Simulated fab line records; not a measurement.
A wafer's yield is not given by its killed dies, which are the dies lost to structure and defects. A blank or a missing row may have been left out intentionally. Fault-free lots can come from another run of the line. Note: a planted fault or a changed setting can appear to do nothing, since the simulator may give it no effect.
Which of the tools did it? || flow sky130 || 12 lots with 36 wafers sampled at 5 steps, on a route of 708 steps

## WHAT THE GAUGES SHOWED, per wafer
SKY_LI_CONTACT_THK_MEAS_01.
{"lot": "L396", "measured": "day 28 20:44", "on": "filmMetro-03", "LI_CONTACT_HDPCVD_THK (nm)": "927 928 919"}
{"lot": "L400", "measured": "day 30 09:44", "on": "filmMetro-01", "LI_CONTACT_HDPCVD_THK (nm)": "926 920 941"}
{"lot": "L403", "measured": "day 31 12:11", "on": "filmMetro-03", "LI_CONTACT_HDPCVD_THK (nm)": "948 938 943"}
{"lot": "L407", "measured": "day 32 15:31", "on": "filmMetro-03", "LI_CONTACT_HDPCVD_THK (nm)": "924 934 929"}
{"lot": "L408", "measured": "day 32 21:33", "on": "filmMetro-03", "LI_CONTACT_HDPCVD_THK (nm)": "939 929 941"}
{"lot": "L409", "measured": "day 33 07:28", "on": "filmMetro-03", "LI_CONTACT_HDPCVD_THK (nm)": "928 933 931"}
{"lot": "L410", "measured": "day 33 15:59", "on": "filmMetro-01", "LI_CONTACT_HDPCVD_THK (nm)": "924 924 914"}
{"lot": "L412", "measured": "day 34 07:35", "on": "filmMetro-03", "LI_CONTACT_HDPCVD_THK (nm)": "955 949 940"}
{"lot": "L411", "measured": "day 34 11:41", "on": "filmMetro-04", "LI_CONTACT_HDPCVD_THK (nm)": "940 940 934"}
{"lot": "L413", "measured": "day 34 12:44", "on": "filmMetro-04", "LI_CONTACT_HDPCVD_THK (nm)": "931 930 915"}
{"lot": "L416", "measured": "day 35 06:50", "on": "filmMetro-04", "LI_CONTACT_HDPCVD_THK (nm)": "939 950 937"}
{"lot": "L417", "measured": "day 36 03:49", "on": "filmMetro-01", "LI_CONTACT_HDPCVD_THK (nm)": "946 921 930"}

SKY_LI_CONTACT_THK_MEAS_23: measures by xrf.
{"lot": "L396", "measured": "day 30 02:25", "on": "filmMetro-03", "LI_CONTACT_W_THK (nm)": "392 395 400"}
{"lot": "L400", "measured": "day 31 14:46", "on": "filmMetro-01", "LI_CONTACT_W_THK (nm)": "399 413 403"}
{"lot": "L403", "measured": "day 32 18:07", "on": "filmMetro-04", "LI_CONTACT_W_THK (nm)": "388 391 392"}
{"lot": "L407", "measured": "day 33 19:38", "on": "filmMetro-01", "LI_CONTACT_W_THK (nm)": "394 393 393"}
{"lot": "L408", "measured": "day 34 02:02", "on": "filmMetro-03", "LI_CONTACT_W_THK (nm)": "408 395 405"}
{"lot": "L409", "measured": "day 34 11:46", "on": "filmMetro-03", "LI_CONTACT_W_THK (nm)": "395 403 392"}
{"lot": "L410", "measured": "day 34 19:37", "on": "filmMetro-03", "LI_CONTACT_W_THK (nm)": "389 393 392"}
{"lot": "L412", "measured": "day 35 11:45", "on": "filmMetro-03", "LI_CONTACT_W_THK (nm)": "398 404 405"}
{"lot": "L411", "measured": "day 35 15:52", "on": "filmMetro-03", "LI_CONTACT_W_THK (nm)": "395 399 390"}
{"lot": "L413", "measured": "day 35 17:00", "on": "filmMetro-01", "LI_CONTACT_W_THK (nm)": "414 393 412"}
{"lot": "L416", "measured": "day 36 10:30", "on": "filmMetro-03", "LI_CONTACT_W_THK (nm)": "388 409 387"}
{"lot": "L417", "measured": "day 37 07:50", "on": "filmMetro-04", "LI_CONTACT_W_THK (nm)": "409 412 391"}

SKY_CONTACT_THK_MEAS_01.
{"lot": "L396", "measured": "day 31 07:44", "on": "filmMetro-01", "CONTACT_CVD_00_THK (nm)": "75.2 76.0 75.5"}
{"lot": "L400", "measured": "day 32 20:13", "on": "filmMetro-04", "CONTACT_CVD_00_THK (nm)": "56.3 56.7 74.3"}
{"lot": "L403", "measured": "day 33 22:15", "on": "filmMetro-01", "CONTACT_CVD_00_THK (nm)": "56.3 75.3 76.0"}
{"lot": "L407", "measured": "day 35 00:14", "on": "filmMetro-01", "CONTACT_CVD_00_THK (nm)": "75.7 76.0 75.4"}
{"lot": "L408", "measured": "day 35 06:18", "on": "filmMetro-02", "CONTACT_CVD_00_THK (nm)": "73.7 75.0 77.1"}
{"lot": "L409", "measured": "day 35 15:47", "on": "filmMetro-02", "CONTACT_CVD_00_THK (nm)": "73.9 74.8 74.7"}
{"lot": "L410", "measured": "day 35 23:54", "on": "filmMetro-04", "CONTACT_CVD_00_THK (nm)": "74.1 74.0 74.3"}
{"lot": "L412", "measured": "day 36 15:55", "on": "filmMetro-01", "CONTACT_CVD_00_THK (nm)": "74.9 76.5 75.2"}
{"lot": "L411", "measured": "day 36 19:30", "on": "filmMetro-04", "CONTACT_CVD_00_THK (nm)": "74.8 73.6 74.3"}
{"lot": "L413", "measured": "day 36 20:55", "on": "filmMetro-01", "CONTACT_CVD_00_THK (nm)": "75.7 75.6 75.9"}
{"lot": "L416", "measured": "day 37 14:26", "on": "filmMetro-01", "CONTACT_CVD_00_THK (nm)": "74.2 74.2 75.2"}
{"lot": "L417", "measured": "day 38 11:03", "on": "filmMetro-04", "CONTACT_CVD_00_THK (nm)": "74.2 74.6 75.9"}

## WHICH TOOL RAN EACH LOT (tool, then ch and the chambers of the sampled wafers, then the start)
{"lot": "L396", "SKY_LI_CONTACT_SPUTTER_19": "pvdSputter-04, day 30 02:01", "SKY_CONTACT_CVD_00": "pecvd-01 ch 0,1, day 31 07:42"}
{"lot": "L400", "SKY_LI_CONTACT_SPUTTER_19": "pvdSputter-01, day 31 14:23", "SKY_CONTACT_CVD_00": "pecvd-01 ch 0,1,2, day 32 20:11"}
{"lot": "L403", "SKY_LI_CONTACT_SPUTTER_19": "pvdSputter-01, day 32 17:44", "SKY_CONTACT_CVD_00": "pecvd-01 ch 0,1,2, day 33 22:13"}
{"lot": "L407", "SKY_LI_CONTACT_SPUTTER_19": "pvdSputter-01, day 33 19:14", "SKY_CONTACT_CVD_00": "pecvd-02 ch 0,1,2, day 35 00:11"}
{"lot": "L408", "SKY_LI_CONTACT_SPUTTER_19": "pvdSputter-01, day 34 01:39", "SKY_CONTACT_CVD_00": "pecvd-03 ch 0,1,2, day 35 06:16"}
{"lot": "L409", "SKY_LI_CONTACT_SPUTTER_19": "pvdSputter-04, day 34 11:23", "SKY_CONTACT_CVD_00": "pecvd-03 ch 0,1, day 35 15:45"}
{"lot": "L410", "SKY_LI_CONTACT_SPUTTER_19": "pvdSputter-01, day 34 19:13", "SKY_CONTACT_CVD_00": "pecvd-03 ch 0,1,2, day 35 23:51"}
{"lot": "L412", "SKY_LI_CONTACT_SPUTTER_19": "pvdSputter-01, day 35 11:21", "SKY_CONTACT_CVD_00": "pecvd-01 ch 0,2, day 36 15:52"}
{"lot": "L411", "SKY_LI_CONTACT_SPUTTER_19": "pvdSputter-01, day 35 15:29", "SKY_CONTACT_CVD_00": "pecvd-03 ch 0,1,2, day 36 19:28"}
{"lot": "L413", "SKY_LI_CONTACT_SPUTTER_19": "pvdSputter-01, day 35 16:37", "SKY_CONTACT_CVD_00": "pecvd-01 ch 0,1,2, day 36 20:53"}
{"lot": "L416", "SKY_LI_CONTACT_SPUTTER_19": "pvdSputter-01, day 36 10:07", "SKY_CONTACT_CVD_00": "pecvd-01 ch 0,2, day 37 14:24"}
{"lot": "L417", "SKY_LI_CONTACT_SPUTTER_19": "pvdSputter-02, day 37 07:27", "SKY_CONTACT_CVD_00": "pecvd-01 ch 0,1,2, day 38 11:01"}
- SKY_LI_CONTACT_SPUTTER_19: material Ti, target thk 20 nm, time 106.37 s.
- SKY_CONTACT_CVD_00: deposits Si3N4, target thk 75 nm.

## WHAT THE TOOLS THEMSELVES READ (means of the sampled wafers that have a number; where no wafer has one, the mark that the record gives instead)
SKY_LI_CONTACT_SPUTTER_19.
{"lot": "L396", "tool": "pvdSputter-04", "throttleValvePct (%)": 30.4}
{"lot": "L400", "tool": "pvdSputter-01", "throttleValvePct (%)": 30.0}
{"lot": "L403", "tool": "pvdSputter-01", "throttleValvePct (%)": 29.7}
{"lot": "L407", "tool": "pvdSputter-01", "throttleValvePct (%)": 30.0}
{"lot": "L408", "tool": "pvdSputter-01", "throttleValvePct (%)": 29.9}
{"lot": "L409", "tool": "pvdSputter-04", "throttleValvePct (%)": 29.7}
{"lot": "L410", "tool": "pvdSputter-01", "throttleValvePct (%)": 30.1}
{"lot": "L412", "tool": "pvdSputter-01", "throttleValvePct (%)": 29.7}
{"lot": "L411", "tool": "pvdSputter-01", "throttleValvePct (%)": 30.1}
{"lot": "L413", "tool": "pvdSputter-01", "throttleValvePct (%)": 30.0}
{"lot": "L416", "tool": "pvdSputter-01", "throttleValvePct (%)": 29.9}
{"lot": "L417", "tool": "pvdSputter-02", "throttleValvePct (%)": 31.0}

SKY_CONTACT_CVD_00.
{"lot": "L396", "tool": "pecvd-01", "heaterPowerW (W)": 781}
{"lot": "L400", "tool": "pecvd-01", "heaterPowerW (W)": 729}
{"lot": "L403", "tool": "pecvd-01", "heaterPowerW (W)": 752}
{"lot": "L407", "tool": "pecvd-02", "heaterPowerW (W)": 741}
{"lot": "L408", "tool": "pecvd-03", "heaterPowerW (W)": 659}
{"lot": "L409", "tool": "pecvd-03", "heaterPowerW (W)": 667}
{"lot": "L410", "tool": "pecvd-03", "heaterPowerW (W)": 679}
{"lot": "L412", "tool": "pecvd-01", "heaterPowerW (W)": 706}
{"lot": "L411", "tool": "pecvd-03", "heaterPowerW (W)": 724}
{"lot": "L413", "tool": "pecvd-01", "heaterPowerW (W)": 739}
{"lot": "L416", "tool": "pecvd-01", "heaterPowerW (W)": 690}
{"lot": "L417", "tool": "pecvd-01", "heaterPowerW (W)": 726}

## THE ANSWER, worked out from the rows above alone
Rule: the lots themselves supply what counts as usual. Put in order of their means at a reading, lots are off if they are a third of the lots or fewer, leave a main group of 4 or more, and stand apart from it by a gap of 3 or more times the standard deviation of the main group's means; of several such gaps the widest counts. A main group whose means are all the same, to the digits that the tables above print for the reading, isn't used. A lot without any number at a reading at which 4 lots or more have one is off too. The other lots that the step has rows for count as sound. First the gauges in route order, then the tools' own readings, where a lot's mean is used as printed above. The first step at which some lot is off is used, and at that step the reading that is off furthest; a lot without a number counts as furthest.
Off: L400, L403, seen at SKY_CONTACT_THK_MEAS_01 (CONTACT_CVD_00_THK). Mean 75.0 nm and standard deviation 0.6 in the main group.
If a tool, at a process step before that reading, ran all the lots that are off and no sound lot after the first of them, it fits. Those tools and the gauges at SKY_CONTACT_THK_MEAS_01 are tried in the same way. Not one of the candidates tried fits.

## WHAT THE SIMULATOR HAD INSERTED
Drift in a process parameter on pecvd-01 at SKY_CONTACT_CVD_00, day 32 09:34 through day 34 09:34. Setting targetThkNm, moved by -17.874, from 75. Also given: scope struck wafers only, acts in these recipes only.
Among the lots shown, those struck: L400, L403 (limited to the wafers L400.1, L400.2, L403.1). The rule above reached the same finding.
